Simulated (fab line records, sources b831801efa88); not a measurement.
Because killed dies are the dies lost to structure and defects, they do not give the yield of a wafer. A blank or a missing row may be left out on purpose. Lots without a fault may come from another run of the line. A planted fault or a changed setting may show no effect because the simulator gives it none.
Which tool did it? + flow sky130 + 11 lots with 33 wafers sampled at 5 steps, on a route of 708 steps

## WHAT THE GAUGES READ, wafer by wafer
SKY_NWELL_TW_MEAS_15. Usual: NWELL_TW 1834, standard deviation 12.
| lot  | measured     | on           | NWELL_TW       | flag |
|------|--------------|--------------|----------------|------|
| L161 | day 4 17:14  | filmMetro-01 | 1846 1834 1836 |      |
| L160 | day 4 17:16  | filmMetro-04 | 1849 1835 1839 |      |
| L167 | day 6 03:37  | filmMetro-02 | 1817 1834 1828 |      |
| L168 | day 6 08:01  | filmMetro-01 | 1822 1820 1824 |      |
| L171 | day 7 07:43  | filmMetro-04 | 1853 1845 1841 |      |
| L172 | day 7 12:48  | filmMetro-02 | 1818 1827 1818 |      |
| L173 | day 7 19:51  | filmMetro-04 | 1845 1858 1844 |      |
| L174 | day 7 21:49  | filmMetro-04 | 1860 1854 1857 |      |
| L181 | day 10 01:44 | filmMetro-01 | 1825 1833 1831 |      |
| L183 | day 10 13:30 | filmMetro-04 | 1843 1846 1843 |      |
| L182 | day 10 13:52 | filmMetro-02 | 1811 1820 1818 |      |

SKY_VT_ADJUST_HVTP_CD_MEAS_07: target cd 380 nm. Usual: cdNm at 379.1 nm, with a standard deviation of 2.3.
| lot  | measured     | on       | cdNm (nm)         | flag |
|------|--------------|----------|-------------------|------|
| L161 | day 6 05:10  | cdSem-02 | 378.7 378.0 380.2 |      |
| L160 | day 6 05:48  | cdSem-02 | 381.3 383.0 385.6 |      |
| L167 | day 7 18:22  | cdSem-02 | 378.8 377.9 376.1 |      |
| L168 | day 7 22:11  | cdSem-01 | 378.3 379.8 378.2 |      |
| L171 | day 8 23:06  | cdSem-01 | 377.1 377.4 377.6 |      |
| L172 | day 9 05:05  | cdSem-02 | 379.1 380.7 379.2 |      |
| L173 | day 9 12:26  | cdSem-02 | 376.7 377.1 377.5 |      |
| L174 | day 9 15:29  | cdSem-01 | 380.0 378.0 381.7 |      |
| L181 | day 12 01:01 | cdSem-02 | 378.6 377.7 378.6 |      |
| L183 | day 12 13:29 | cdSem-02 | 378.4 377.7 378.1 |      |
| L182 | day 12 13:48 | cdSem-01 | 378.7 376.8 375.2 |      |

SKY_VT_ADJUST_LVTN_TW_MEAS_21. Usual: VT_ADJUST_LVTN_2_TW 189.8, standard deviation 1.
| lot  | measured     | on           | VT_ADJUST_LVTN_2_TW           | flag |
|------|--------------|--------------|-------------------------------|------|
| L161 | day 7 19:53  | filmMetro-01 | 189.0 189.6 188.5             |      |
| L160 | day 7 20:11  | filmMetro-04 | 191.1 190.6 191.3             |      |
| L167 | day 9 10:59  | filmMetro-03 | 188.3 188.6 188.1             |      |
| L168 | day 9 16:15  | filmMetro-04 | 191.4 191.3 190.6             |      |
| L171 | day 10 18:57 | filmMetro-03 | 189.9 188.9 189.6             |      |
| L172 | day 11 02:10 | filmMetro-03 | 30.3 30.4 30.2 30.4 30.2 30.3 | OFF  |
| L173 | day 11 08:34 | filmMetro-04 | 30.6 30.5 30.4 30.4 30.5 30.3 | OFF  |
| L174 | day 11 12:57 | filmMetro-04 | 30.5 30.5 30.4 30.4 30.6 30.5 | OFF  |
| L181 | day 14 04:39 | filmMetro-01 | 189.3 189.7 188.3             |      |
| L183 | day 14 17:21 | filmMetro-01 | 188.5 189.2 190.1             |      |
| L182 | day 14 18:25 | filmMetro-01 | 189.3 188.9 188.8             |      |

## WHICH TOOL RAN EACH LOT (tool, then ch and the chambers of the sampled wafers, then the start)
| lot  | SKY_VT_ADJUST_LVTN_STRIP_09         | SKY_VT_ADJUST_LVTN_STRIP_20         |
|------|-------------------------------------|-------------------------------------|
| L161 | plasmaAsher-03 ch 0,1, day 7 01:02  | plasmaAsher-01 ch 0,1, day 7 19:47  |
| L160 | plasmaAsher-01 ch 0,1, day 7 01:18  | plasmaAsher-02 ch 0,1, day 7 20:05  |
| L167 | plasmaAsher-02 ch 0,1, day 8 14:12  | plasmaAsher-01 ch 0,1, day 9 10:53  |
| L168 | plasmaAsher-03 ch 0,1, day 8 18:50  | plasmaAsher-01 ch 0,1, day 9 16:08  |
| L171 | plasmaAsher-03 ch 0,1, day 9 20:14  | plasmaAsher-02 ch 0,1, day 10 18:51 |
| L172 | plasmaAsher-03 ch 0,1, day 10 02:53 | plasmaAsher-03 ch 0,1, day 11 02:05 |
| L173 | plasmaAsher-02 ch 1, day 10 10:17   | plasmaAsher-03 ch 0,1, day 11 08:27 |
| L174 | plasmaAsher-01 ch 0,1, day 10 13:47 | plasmaAsher-02 ch 0,1, day 11 12:50 |
| L181 | plasmaAsher-01 ch 0,1, day 13 02:20 | plasmaAsher-02 ch 0,1, day 14 04:33 |
| L183 | plasmaAsher-02 ch 0,1, day 13 14:42 | plasmaAsher-03 ch 0,1, day 14 17:14 |
| L182 | plasmaAsher-03 ch 0,1, day 13 15:05 | plasmaAsher-03 ch 0,1, day 14 18:20 |
- SKY_VT_ADJUST_LVTN_STRIP_09: strips in O2/N2.
- SKY_VT_ADJUST_LVTN_STRIP_20: strips in O2/N2.

## AS READ BY THE TOOLS THEMSELVES (means over the sampled wafers that have a number; for cases with no such wafer, the mark the record gives instead)
SKY_VT_ADJUST_LVTN_STRIP_09. Usual: chamberPressureMTorr 1500.1 mTorr, standard deviation 1.4; drypumpMotorCurrentA 5.82 A, standard deviation 0.24; oesProductAu 0.722 a.u., standard deviation 0.0049; stripTimeToEndpointS 36.99 s, standard deviation 0.11.
| lot  | tool           | chamberPressureMTorr (mTorr) | drypumpMotorCurrentA (A) | oesProductAu (a.u.) | stripTimeToEndpointS (s) | flag |
|------|----------------|------------------------------|--------------------------|---------------------|--------------------------|------|
| L161 | plasmaAsher-03 | 1499.6                       | 5.83                     | 0.723               | 37.28                    |      |
| L160 | plasmaAsher-01 | 1501.7                       | 5.71                     | 0.722               | 36.85                    |      |
| L167 | plasmaAsher-02 | 1498.3                       | 5.82                     | 0.729               | 37.13                    |      |
| L168 | plasmaAsher-03 | 1500.3                       | 5.84                     | 0.719               | 36.95                    |      |
| L171 | plasmaAsher-03 | 1498.9                       | 5.84                     | 0.722               | 36.87                    |      |
| L172 | plasmaAsher-03 | -                            | -                        | -                   | -                        | OFF  |
| L173 | plasmaAsher-02 | -                            | -                        | -                   | -                        | OFF  |
| L174 | plasmaAsher-01 | -                            | -                        | -                   | -                        | OFF  |
| L181 | plasmaAsher-01 | 1499.9                       | 5.68                     | 0.724               | 36.96                    |      |
| L183 | plasmaAsher-02 | 1500.6                       | 5.76                     | 0.723               | 37.01                    |      |
| L182 | plasmaAsher-03 | 1499.9                       | 6.03                     | 0.720               | 37.06                    |      |

SKY_VT_ADJUST_LVTN_STRIP_20. Usual: chamberPressureMTorr 1500.1 mTorr, standard deviation 1.2; drypumpMotorCurrentA 5.80 A, standard deviation 0.21; oesProductAu 0.716 a.u., standard deviation 0.005; stripTimeToEndpointS 14.19 s, standard deviation 0.039.
| lot  | tool           | chamberPressureMTorr (mTorr) | drypumpMotorCurrentA (A) | oesProductAu (a.u.) | stripTimeToEndpointS (s) | flag |
|------|----------------|------------------------------|--------------------------|---------------------|--------------------------|------|
| L161 | plasmaAsher-01 | 1501.4                       | 5.72                     | 0.717               | 14.14                    |      |
| L160 | plasmaAsher-02 | 1499.3                       | 5.76                     | 0.717               | 14.21                    |      |
| L167 | plasmaAsher-01 | 1500.0                       | 5.67                     | 0.715               | 14.16                    |      |
| L168 | plasmaAsher-01 | 1500.0                       | 5.68                     | 0.718               | 14.26                    |      |
| L171 | plasmaAsher-02 | 1499.1                       | 5.77                     | 0.715               | 14.20                    |      |
| L172 | plasmaAsher-03 | 1499.4                       | 6.02                     | 0.730               | 58.64                    | OFF  |
| L173 | plasmaAsher-03 | 1500.2                       | 6.04                     | 0.732               | 58.81                    | OFF  |
| L174 | plasmaAsher-02 | 1500.4                       | 5.76                     | 0.728               | 58.78                    | OFF  |
| L181 | plasmaAsher-02 | 1499.3                       | 5.77                     | 0.718               | 14.27                    |      |
| L183 | plasmaAsher-03 | 1499.7                       | 6.03                     | 0.719               | 14.16                    |      |
| L182 | plasmaAsher-03 | 1500.2                       | 6.04                     | 0.711               | 14.25                    |      |

## THE ANSWER, worked out from the rows above alone
Rule: lot off if the mean of its wafers having a number is beyond 3 standard deviations from the usual mean. A lot without any number at a reading at which 4 lots or more have one is off too. Any other lot the step has rows for is counted as sound. After the gauges, taken in route order, come the tools' own readings; for these a lot's mean is taken, as printed above. The first step at which some lot is off is used, and at that step the reading that is off furthest; a lot without a number counts as furthest.
Off: at SKY_VT_ADJUST_LVTN_TW_MEAS_21 (VT_ADJUST_LVTN_2_TW), L172, L173, L174.
A tool fits if, at a process step before that reading, it ran every lot that is off, and no sound lot after the first of them. Not tried: the gauges at SKY_VT_ADJUST_LVTN_TW_MEAS_21; whatever is off there is also off at SKY_VT_ADJUST_LVTN_STRIP_09, on other tools, and gauge error can't account for it. Of those tried, none fits.

## WHAT WAS PUT IN BY THE SIMULATOR
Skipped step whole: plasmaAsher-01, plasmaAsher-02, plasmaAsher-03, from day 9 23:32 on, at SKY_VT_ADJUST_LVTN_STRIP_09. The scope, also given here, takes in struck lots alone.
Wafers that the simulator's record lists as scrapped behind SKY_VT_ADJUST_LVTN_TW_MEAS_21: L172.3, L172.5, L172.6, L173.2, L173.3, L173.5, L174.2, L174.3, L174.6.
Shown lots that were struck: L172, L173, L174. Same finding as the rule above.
